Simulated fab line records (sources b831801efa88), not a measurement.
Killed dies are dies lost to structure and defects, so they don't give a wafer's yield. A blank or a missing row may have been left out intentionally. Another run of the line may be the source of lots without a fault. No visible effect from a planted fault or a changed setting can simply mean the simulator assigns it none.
Which tool was responsible? :: flow sky130 :: 12 lots with 36 wafers sampled at 5 steps, on a route of 708 steps

== WHAT THE GAUGES READ, wafer by wafer ==
SKY_RES_PROTECT_TW_MEAS_08. Usual: POLY_GATE_TW 4048, standard deviation 68.
lot: L409
measured: day 16 07:43
on: film metro-03
POLY_GATE_TW: 4026 4040 4026
flag: 

lot: L410
measured: day 16 20:28
on: film metro-04
POLY_GATE_TW: 3947 3965 3973
flag: 

lot: L413
measured: day 17 20:52
on: film metro-03
POLY_GATE_TW: 4045 4067 4059
flag: 

lot: L414
measured: day 18 03:02
on: film metro-01
POLY_GATE_TW: 4171 4159 4165
flag: 

lot: L415
measured: day 18 03:11
on: film metro-04
POLY_GATE_TW: 3957 3988 3960
flag: 

lot: L416
measured: day 18 17:47
on: film metro-03
POLY_GATE_TW: 4022 4054 4030
flag: 

lot: L424
measured: day 22 02:44
on: film metro-01
POLY_GATE_TW: 4157 4165 4158
flag: 

lot: L425
measured: day 22 05:21
on: film metro-03
POLY_GATE_TW: 4054 4043 4053
flag: 

lot: L426
measured: day 22 13:32
on: film metro-01
POLY_GATE_TW: 4131 4142 4141
flag: 

lot: L427
measured: day 22 20:43
on: film metro-01
POLY_GATE_TW: 4128 4112 4110
flag: 

lot: L428
measured: day 23 00:08
on: film metro-01
POLY_GATE_TW: 4110 4105 4094
flag: 

lot: L429
measured: day 23 05:26
on: film metro-04
POLY_GATE_TW: 3984 3983 3992
flag: 

SKY_LDD_N_OVL_MEAS_07. Usual: LDD_N_OVL 0.6 nm, standard deviation 1.4.
lot: L409
measured: day 19 02:06
on: overlay-01
LDD_N_OVL (nm): 0.4 0.2 2.6
flag: 

lot: L410
measured: day 19 19:30
on: overlay-02
LDD_N_OVL (nm): 3.0 3.0 1.8
flag: 

lot: L413
measured: day 20 18:40
on: overlay-01
LDD_N_OVL (nm): -1.6 -0.2 -1.4
flag: 

lot: L414
measured: day 20 20:35
on: overlay-01
LDD_N_OVL (nm): 2.0 2.0 0.1
flag: 

lot: L415
measured: day 20 20:53
on: overlay-02
LDD_N_OVL (nm): 1.2 0.4 4.4
flag: 

lot: L416
measured: day 21 11:47
on: overlay-02
LDD_N_OVL (nm): 0.7 1.6 1.6
flag: 

lot: L424
measured: day 24 19:39
on: overlay-02
LDD_N_OVL (nm): 1.3 -1.2 -0.4
flag: 

lot: L425
measured: day 24 21:16
on: overlay-02
LDD_N_OVL (nm): -0.9 -1.1 -2.4
flag: 

lot: L426
measured: day 25 03:58
on: overlay-01
LDD_N_OVL (nm): 1.4 0.4 1.7
flag: 

lot: L427
measured: day 25 13:01
on: overlay-01
LDD_N_OVL (nm): 1.2 -1.9 -0.1
flag: 

lot: L428
measured: day 25 14:46
on: overlay-02
LDD_N_OVL (nm): 0.4 1.9 1.2
flag: 

lot: L429
measured: day 25 19:23
on: overlay-01
LDD_N_OVL (nm): 0.6 -1.2 1.2
flag: 

SKY_LDD_HVP_TW_MEAS_10. Usual: LDD_HVP_TW 457, standard deviation 9.1.
lot: L409
measured: day 23 00:00
on: film metro-04
LDD_HVP_TW: 451 448 449
flag: 

lot: L410
measured: day 23 19:52
on: film metro-04
LDD_HVP_TW: 450 450 450
flag: 

lot: L413
measured: day 24 13:32
on: film metro-03
LDD_HVP_TW: 458 459 458
flag: 

lot: L414
measured: day 24 15:15
on: film metro-04
LDD_HVP_TW: 364 363 364
flag: OFF

lot: L415
measured: day 24 16:09
on: film metro-03
LDD_HVP_TW: 459 457 460
flag: 

lot: L416
measured: day 25 07:15
on: film metro-04
LDD_HVP_TW: 365 364 364
flag: OFF

lot: L424
measured: day 28 11:58
on: film metro-01
LDD_HVP_TW: 470 467 467
flag: 

lot: L425
measured: day 28 15:04
on: film metro-04
LDD_HVP_TW: 450 447 448
flag: 

lot: L426
measured: day 28 20:29
on: film metro-01
LDD_HVP_TW: 467 469 468
flag: 

lot: L427
measured: day 29 05:18
on: film metro-01
LDD_HVP_TW: 472 475 469
flag: 

lot: L428
measured: day 29 07:06
on: film metro-04
LDD_HVP_TW: 452 454 452
flag: 

lot: L429
measured: day 29 12:12
on: film metro-03
LDD_HVP_TW: 458 457 454
flag: 

== EACH LOT AND THE TOOL THAT RAN IT (in order: tool; ch and the chambers of the sampled wafers; start) ==
lot: L409
SKY_POLY_GATE_ETCH_15: rie diel-02 ch 1,3, day 17 16:46
SKY_LDD_HVP_IMPLANT_08: implanter-03 ch 0, day 22 23:45

lot: L410
SKY_POLY_GATE_ETCH_15: rie diel-02 ch 0,3, day 18 05:50
SKY_LDD_HVP_IMPLANT_08: implanter-01 ch 0, day 23 19:39

lot: L413
SKY_POLY_GATE_ETCH_15: rie diel-02 ch 0,1, day 19 08:21
SKY_LDD_HVP_IMPLANT_08: implanter-01 ch 0, day 24 13:19

lot: L414
SKY_POLY_GATE_ETCH_15: rie diel-03 ch 2,3, day 19 12:05
SKY_LDD_HVP_IMPLANT_08: implanter-01 ch 0, day 24 15:00

lot: L415
SKY_POLY_GATE_ETCH_15: rie diel-01 ch 0,1, day 19 12:26
SKY_LDD_HVP_IMPLANT_08: implanter-03 ch 0, day 24 15:54

lot: L416
SKY_POLY_GATE_ETCH_15: rie diel-02 ch 1,2,3, day 20 03:34
SKY_LDD_HVP_IMPLANT_08: implanter-01 ch 0, day 25 07:00

lot: L424
SKY_POLY_GATE_ETCH_15: rie diel-02 ch 0,2,3, day 23 12:10
SKY_LDD_HVP_IMPLANT_08: implanter-01 ch 0, day 28 11:43

lot: L425
SKY_POLY_GATE_ETCH_15: rie diel-01 ch 0,2, day 23 14:01
SKY_LDD_HVP_IMPLANT_08: implanter-03 ch 0, day 28 14:49

lot: L426
SKY_POLY_GATE_ETCH_15: rie diel-03 ch 1,3, day 23 21:10
SKY_LDD_HVP_IMPLANT_08: implanter-01 ch 0, day 28 20:16

lot: L427
SKY_POLY_GATE_ETCH_15: rie diel-03 ch 0,1,3, day 24 05:51
SKY_LDD_HVP_IMPLANT_08: implanter-03 ch 0, day 29 05:03

lot: L428
SKY_POLY_GATE_ETCH_15: rie diel-01 ch 0,2, day 24 07:24
SKY_LDD_HVP_IMPLANT_08: implanter-01 ch 0, day 29 06:51

lot: L429
SKY_POLY_GATE_ETCH_15: rie diel-03 ch 1,2,3, day 24 12:52
SKY_LDD_HVP_IMPLANT_08: implanter-01 ch 0, day 29 11:57
- SKY_POLY_GATE_ETCH_15: etches BARC in N2/H2, stops on SiO2, time 118.5 s, target depth 110 nm.
- SKY_LDD_HVP_IMPLANT_08

== WHAT THE TOOLS THEMSELVES READ (means of the sampled wafers that have a number; where no wafer has one, the mark that the record gives instead) ==
SKY_POLY_GATE_ETCH_15. Usual: drypump motor current A 5.79 A, standard deviation 0.27; h2 flow sccm 200.0 sccm, standard deviation 0.57; n2 flow sccm 100.05 sccm, standard deviation 0.29; oes product au 0.717 a.u., standard deviation 0.0047; throttle valve pct 13.213 %, standard deviation 0.0095.
lot: L409
tool: rie diel-02
drypump motor current A (A): 5.83
h2 flow sccm (sccm): 199.9
n2 flow sccm (sccm): 100.13
oes product au (a.u.): 0.718
throttle valve pct (%): 13.222
flag: 

lot: L410
tool: rie diel-02
drypump motor current A (A): 5.64
h2 flow sccm (sccm): 200.0
n2 flow sccm (sccm): 99.86
oes product au (a.u.): 0.714
throttle valve pct (%): 13.210
flag: 

lot: L413
tool: rie diel-02
drypump motor current A (A): 5.54
h2 flow sccm (sccm): 200.2
n2 flow sccm (sccm): 100.35
oes product au (a.u.): 0.721
throttle valve pct (%): 13.215
flag: 

lot: L414
tool: rie diel-03
drypump motor current A (A): 5.48
h2 flow sccm (sccm): 199.4
n2 flow sccm (sccm): 99.93
oes product au (a.u.): 0.719
throttle valve pct (%): 13.217
flag: 

lot: L415
tool: rie diel-01
drypump motor current A (A): 6.01
h2 flow sccm (sccm): 200.4
n2 flow sccm (sccm): 100.20
oes product au (a.u.): 0.715
throttle valve pct (%): 13.209
flag: 

lot: L416
tool: rie diel-02
drypump motor current A (A): 5.96
h2 flow sccm (sccm): 199.8
n2 flow sccm (sccm): 99.88
oes product au (a.u.): 0.715
throttle valve pct (%): 13.222
flag: 

lot: L424
tool: rie diel-02
drypump motor current A (A): 5.90
h2 flow sccm (sccm): 199.5
n2 flow sccm (sccm): 100.18
oes product au (a.u.): 0.716
throttle valve pct (%): 13.212
flag: 

lot: L425
tool: rie diel-01
drypump motor current A (A): 5.81
h2 flow sccm (sccm): 199.8
n2 flow sccm (sccm): 100.40
oes product au (a.u.): 0.713
throttle valve pct (%): 13.220
flag: 

lot: L426
tool: rie diel-03
drypump motor current A (A): 5.69
h2 flow sccm (sccm): 199.7
n2 flow sccm (sccm): 100.11
oes product au (a.u.): 0.714
throttle valve pct (%): 13.215
flag: 

lot: L427
tool: rie diel-03
drypump motor current A (A): 5.78
h2 flow sccm (sccm): 199.7
n2 flow sccm (sccm): 100.07
oes product au (a.u.): 0.718
throttle valve pct (%): 13.216
flag: 

lot: L428
tool: rie diel-01
drypump motor current A (A): 5.84
h2 flow sccm (sccm): 200.4
n2 flow sccm (sccm): 99.71
oes product au (a.u.): 0.718
throttle valve pct (%): 13.203
flag: 

lot: L429
tool: rie diel-03
drypump motor current A (A): 5.57
h2 flow sccm (sccm): 199.7
n2 flow sccm (sccm): 100.17
oes product au (a.u.): 0.716
throttle valve pct (%): 13.209
flag: 

SKY_LDD_HVP_IMPLANT_08. Usual: dose ions cm2 1.7001e+13, standard deviation 1.7e+10; faraday current uA 96.3, standard deviation 1.7.
lot: L409
tool: implanter-03
dose ions cm2: 1.6998e+13
faraday current uA: 96.1
flag: 

lot: L410
tool: implanter-01
dose ions cm2: 1.6983e+13
faraday current uA: 96.3
flag: 

lot: L413
tool: implanter-01
dose ions cm2: 1.7024e+13
faraday current uA: 95.6
flag: 

lot: L414
tool: implanter-01
dose ions cm2: 8.6077e+12
faraday current uA: 48.7
flag: OFF

lot: L415
tool: implanter-03
dose ions cm2: 1.6987e+13
faraday current uA: 95.6
flag: 

lot: L416
tool: implanter-01
dose ions cm2: 8.6163e+12
faraday current uA: 49.1
flag: OFF

lot: L424
tool: implanter-01
dose ions cm2: 1.6999e+13
faraday current uA: 97.5
flag: 

lot: L425
tool: implanter-03
dose ions cm2: 1.6995e+13
faraday current uA: 97.7
flag: 

lot: L426
tool: implanter-01
dose ions cm2: 1.6989e+13
faraday current uA: 95.8
flag: 

lot: L427
tool: implanter-03
dose ions cm2: 1.6989e+13
faraday current uA: 97.5
flag: 

lot: L428
tool: implanter-01
dose ions cm2: 1.7025e+13
faraday current uA: 95.9
flag: 

lot: L429
tool: implanter-01
dose ions cm2: 1.7021e+13
faraday current uA: 96.0
flag: 

== THE ANSWER, worked out from the rows above alone ==
Rule: lot off if the mean of its wafers having a number is beyond 3 standard deviations from the usual mean. Also off: a lot with no number at a reading for which 4 or more lots have one. The other lots that the step has rows for count as sound. First the gauges in route order, then the tools' own readings, where a lot's mean is used as printed above. At the first step where some lot is off, the reading lying furthest off is the one used; lots without a number count as furthest.
Off: L414, L416, at SKY_LDD_HVP_TW_MEAS_10 (LDD_HVP_TW).
If a tool, at a process step before that reading, ran all the lots that are off and no sound lot after the first of them, it fits. The gauges at SKY_LDD_HVP_TW_MEAS_10 aren't tried: what is off there is off at SKY_LDD_HVP_IMPLANT_08 too, on other tools, and a gauge's error can't cause that. None of those tried fits.

== WHAT HAD BEEN PUT IN BY THE SIMULATOR ==
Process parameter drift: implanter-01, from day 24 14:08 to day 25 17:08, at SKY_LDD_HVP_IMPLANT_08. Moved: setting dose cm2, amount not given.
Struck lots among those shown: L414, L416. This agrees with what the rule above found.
